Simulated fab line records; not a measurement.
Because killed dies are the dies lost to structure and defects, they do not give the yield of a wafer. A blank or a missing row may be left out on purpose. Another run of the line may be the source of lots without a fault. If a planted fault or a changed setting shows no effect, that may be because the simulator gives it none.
fab line records + flow sky130
record
- lots=16
- wafers=48
- lastDay=50
route steps=708 shown SONOS_ONO@170
lots with no fault: from the same line, run without faults
startH: hours from the record's first day to the start of the lot's first wafer shown + waitH: hours from the lot's prior step to this one + " repeats the value in the row above + L1.1+2: a single row standing in for several wafers + - no value present, or no start provided + * or withheld: withheld + < > ~ a bound
route shown NAME@n: a module of which the file shows steps, and the number in the route of the first + usual: the fault-free wafers' mean and standard deviation + same: alike in all rows + chamber/n: place in a boat + sites: the reading at each site + _std_site: standard deviation across them + _edge_site: the outer-site mean with the inner-site mean subtracted + radiusMm: how far each site lies from the wafer's centre + mask NAME#n: copy n + behind: the most recent tool/chamber to have shaped the wafer + hold: what put the lot on hold/how long, in hours/how the hold closed + device: which transistor (n, p or np) failed to switch + end of line: the tests these same wafers got at the end of their route + a step given without rows: its recipe and nothing more + killed: not the wafer's yield, but the dies lost to structure and defects at the first sort + map: a wafer's dies, marking killed ones x, the rest . and places with no die _
set.NAME: setting as actually run; set.NAME@STEP: the setting as run at that earlier step + model.NAME: the simulator's own value behind a step, which no gauge read
route steps across a sampled set of lots; one table per step, one row per wafer
services: a tool's chamber out of use, with start hour (startH, from the record's first day; less than 0 if before it), hours out, and reason
## steps
# step SKY_SONOS_ONO_CVD_02
# recipe
- material=Si3N4
- precursor=DCS/NH3
- targetThkNm=10.5
- tempC=770
- timeS=180
- pressureMtorr=250
# usual
- pressureMtorr=250.1/0.53
- spikeTcUpperC=770.8/1
- zonePowerCentrePct=12.2/0.31
| lot.wafer | tool     | chamber | startH | waitH | pressureMtorr | spikeTcUpperC | zonePowerCentrePct |
|-----------|----------|---------|--------|-------|---------------|---------------|--------------------|
| L855.1    | lpcvd-02 | 1       | 261.85 | 0.1   | 248.9         | 770.3         | 12.5               |
| L855.5    | "        | 1       | "      | "     | 249.2         | 770.1         | 12.5               |
| L855.6    | "        | 1       | "      | "     | 249.9         | 770.5         | 12.5               |
| L856.3    | lpcvd-02 | 1       | 267.19 | 2.6   | 251.2         | 771.2         | 12.7               |
| L856.4    | "        | 1       | "      | "     | 250.5         | 769.9         | 12.6               |
| L856.6    | "        | 1       | "      | "     | 251.0         | 770.1         | 12.6               |
| L857.1    | lpcvd-02 | 0       | 273.25 | 4.9   | 249.5         | 771.5         | 12.0               |
| L857.2    | "        | 0       | "      | "     | 250.6         | 772.0         | 12.0               |
| L857.6    | "        | 0       | "      | "     | 249.6         | 770.8         | 11.9               |
| L858.4    | lpcvd-02 | 0       | 299.58 | 1.0   | 250.2         | 770.8         | 12.0               |
| L858.5    | "        | 0       | "      | "     | 250.2         | 772.1         | 11.7               |
| L858.6    | "        | 0       | "      | "     | 250.5         | 770.4         | 11.7               |
| L859.3    | lpcvd-02 | 0       | 314.92 | 0.0   | 250.2         | 769.3         | 11.8               |
| L859.5    | "        | 0       | "      | "     | 250.2         | 770.5         | 11.8               |
| L859.6    | "        | 0       | "      | "     | 249.7         | 772.1         | 11.8               |
| L861.2    | lpcvd-02 | 0       | 326.22 | 3.6   | 251.4         | 769.3         | 11.8               |
| L861.4    | "        | 0       | "      | "     | 250.6         | 770.1         | 12.0               |
| L861.5    | "        | 0       | "      | "     | 250.4         | 769.5         | 11.8               |
| L862.1    | lpcvd-02 | 0       | 334.32 | 7.4   | 250.1         | 771.9         | 11.8               |
| L862.2    | "        | 0       | "      | "     | 250.2         | 771.2         | 12.0               |
| L862.5    | "        | 0       | "      | "     | 251.0         | 771.3         | 11.7               |
| L863.2    | lpcvd-02 | 1       | 340.62 | 4.5   | 250.4         | 770.6         | 12.6               |
| L863.4    | "        | 1       | "      | "     | 250.7         | 771.9         | 12.5               |
| L863.6    | "        | 1       | "      | "     | 250.4         | 771.3         | 12.5               |
| L865.2    | lpcvd-02 | 0       | 345.18 | 4.4   | 299.8         | 770.8         | 11.7               |
| L865.4    | "        | 0       | "      | "     | 299.8         | 773.1         | 11.7               |
| L865.5    | "        | 0       | "      | "     | 299.5         | 771.0         | 11.7               |
| L864.1    | lpcvd-02 | 0       | 346.23 | 0.7   | 298.9         | 772.4         | 12.0               |
| L864.2    | "        | 0       | "      | "     | 299.8         | 771.3         | 12.0               |
| L864.6    | "        | 0       | "      | "     | 300.0         | 772.5         | 11.8               |
| L866.3    | lpcvd-02 | 1       | 350.55 | 1.6   | 300.6         | 769.6         | 12.7               |
| L866.4    | "        | 1       | "      | "     | 300.7         | 771.0         | 12.4               |
| L866.5    | "        | 1       | "      | "     | 300.6         | 769.6         | 12.4               |
| L867.2    | lpcvd-02 | 1       | 361.67 | 0.7   | 299.8         | 771.7         | 12.4               |
| L867.4    | "        | 1       | "      | "     | 300.2         | 770.9         | 12.4               |
| L867.5    | "        | 1       | "      | "     | 300.0         | 769.3         | 12.4               |
| L874.2    | lpcvd-02 | 1       | 419.69 | 2.4   | 249.5         | 771.0         | 12.6               |
| L874.4    | "        | 1       | "      | "     | 249.5         | 772.3         | 12.5               |
| L874.5    | "        | 1       | "      | "     | 249.0         | 771.7         | 12.6               |
| L875.2    | lpcvd-02 | 0       | 426.01 | 1.6   | 250.1         | 772.2         | 11.9               |
| L875.4    | "        | 0       | "      | "     | 250.6         | 771.4         | 11.9               |
| L875.6    | "        | 0       | "      | "     | 251.1         | 771.9         | 11.9               |
| L876.2    | lpcvd-02 | 0       | 426.01 | 1.6   | 250.3         | 770.3         | 11.9               |
| L876.4    | "        | 0       | "      | "     | 250.2         | 771.4         | 12.0               |
| L876.6    | "        | 0       | "      | "     | 250.2         | 773.3         | 12.0               |
| L877.1    | lpcvd-02 | 1       | 442.57 | 8.2   | 250.2         | 770.2         | 12.2               |
| L877.3    | "        | 1       | "      | "     | 250.7         | 770.0         | 12.4               |
| L877.4    | "        | 1       | "      | "     | 250.3         | 771.5         | 12.4               |
# step SKY_SONOS_ONO_THK_MEAS_03
# recipe
- reads=Si3N4_of_SONOS_ONO_CVD_02
# usual
- SONOS_ONO_CVD_02_THK=10.49/0.15
| lot.wafer | tool         | chamber | startH | waitH | SONOS_ONO_CVD_02_THK[nm] |
|-----------|--------------|---------|--------|-------|--------------------------|
| L855.1    | filmMetro-02 | -       | 262.90 | 0.0   | 10.53                    |
| L855.5    | "            | -       | "      | "     | 10.60                    |
| L855.6    | "            | -       | "      | "     | 10.49                    |
| L856.3    | filmMetro-03 | -       | 268.78 | 0.0   | 10.54                    |
| L856.4    | "            | -       | "      | "     | 10.33                    |
| L856.6    | "            | -       | "      | "     | 10.55                    |
| L857.1    | filmMetro-04 | -       | 274.83 | 0.0   | 10.24                    |
| L857.2    | "            | -       | "      | "     | 10.32                    |
| L857.6    | "            | -       | "      | "     | 10.35                    |
| L858.4    | filmMetro-03 | -       | 300.66 | 0.0   | 10.64                    |
| L858.5    | "            | -       | "      | "     | 10.53                    |
| L858.6    | "            | -       | "      | "     | 10.55                    |
| L859.3    | filmMetro-02 | -       | 316.51 | 0.0   | 10.31                    |
| L859.5    | "            | -       | "      | "     | 10.47                    |
| L859.6    | "            | -       | "      | "     | 10.34                    |
| L861.2    | filmMetro-04 | -       | 327.81 | 0.0   | 10.91                    |
| L861.4    | "            | -       | "      | "     | 10.97                    |
| L861.5    | "            | -       | "      | "     | 10.77                    |
| L862.1    | filmMetro-03 | -       | 335.90 | 0.0   | 10.65                    |
| L862.2    | "            | -       | "      | "     | 10.56                    |
| L862.5    | "            | -       | "      | "     | 10.61                    |
| L863.2    | filmMetro-02 | -       | 342.20 | 0.0   | 10.29                    |
| L863.4    | "            | -       | "      | "     | 10.30                    |
| L863.6    | "            | -       | "      | "     | 10.28                    |
| L865.2    | filmMetro-03 | -       | 346.24 | 0.0   | 11.13                    |
| L865.4    | "            | -       | "      | "     | 11.17                    |
| L865.5    | "            | -       | "      | "     | 11.19                    |
| L864.1    | filmMetro-02 | -       | 347.28 | 0.0   | 10.71                    |
| L864.2    | "            | -       | "      | "     | 10.84                    |
| L864.6    | "            | -       | "      | "     | 10.85                    |
| L866.3    | filmMetro-02 | -       | 351.62 | 0.0   | 11.18                    |
| L866.4    | "            | -       | "      | "     | 11.16                    |
| L866.5    | "            | -       | "      | "     | 11.31                    |
| L867.2    | filmMetro-02 | -       | 362.73 | 0.0   | 11.05                    |
| L867.4    | "            | -       | "      | "     | 11.04                    |
| L867.5    | "            | -       | "      | "     | 11.03                    |
| L874.2    | filmMetro-03 | -       | 421.27 | 0.0   | 10.62                    |
| L874.4    | "            | -       | "      | "     | 10.57                    |
| L874.5    | "            | -       | "      | "     | 10.62                    |
| L875.2    | filmMetro-03 | -       | 427.60 | 0.0   | 10.58                    |
| L875.4    | "            | -       | "      | "     | 10.55                    |
| L875.6    | "            | -       | "      | "     | 10.40                    |
| L876.2    | filmMetro-04 | -       | 427.60 | 0.0   | 10.53                    |
| L876.4    | "            | -       | "      | "     | 10.45                    |
| L876.6    | "            | -       | "      | "     | 10.49                    |
| L877.1    | filmMetro-02 | -       | 443.62 | 0.0   | 10.62                    |
| L877.3    | "            | -       | "      | "     | 10.71                    |
| L877.4    | "            | -       | "      | "     | 10.64                    |
## services
| tool     | chamber | startH | hours | kind |
|----------|---------|--------|-------|------|
| lpcvd-02 | -       | 389.64 | 2.8   | pm   |
## key
firstSign
- step=SKY_SONOS_ONO_CVD_02
- reading=pressureMtorr
- direction=up
- sigmas=95
- usual=250.1
- struck=300.0
effect
- step=SKY_SONOS_ONO_THK_MEAS_03
- reading=SONOS_ONO_CVD_02_THK
- direction=up
- sigmas=3.8
- usual=10.49
- struck=11.06
metAt SKY_SONOS_ONO_CVD_02
struckLots L864,L865,L866,L867
testerLeftOut L864,L865,L866,L867
onsetBetween 340.62 345.18
fault
- kind=processParameterDrift
- tool=lpcvd-02
- chamber=-
- onsetH=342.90
- steps=SKY_SONOS_ONO_CVD_02
- channel=pressureMtorr
- offset=50
- shape=step
- endH=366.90
- actsIn=theseRecipesOnly
- stated=250
# testerLeftOut: of these lots the tester's yield and bins aren't shown, on N5 and GAA mostly nor the transistor test; their killed dies are dies lost to structure and defects alone, not to doping, threshold or leakage, so they don't give the yield
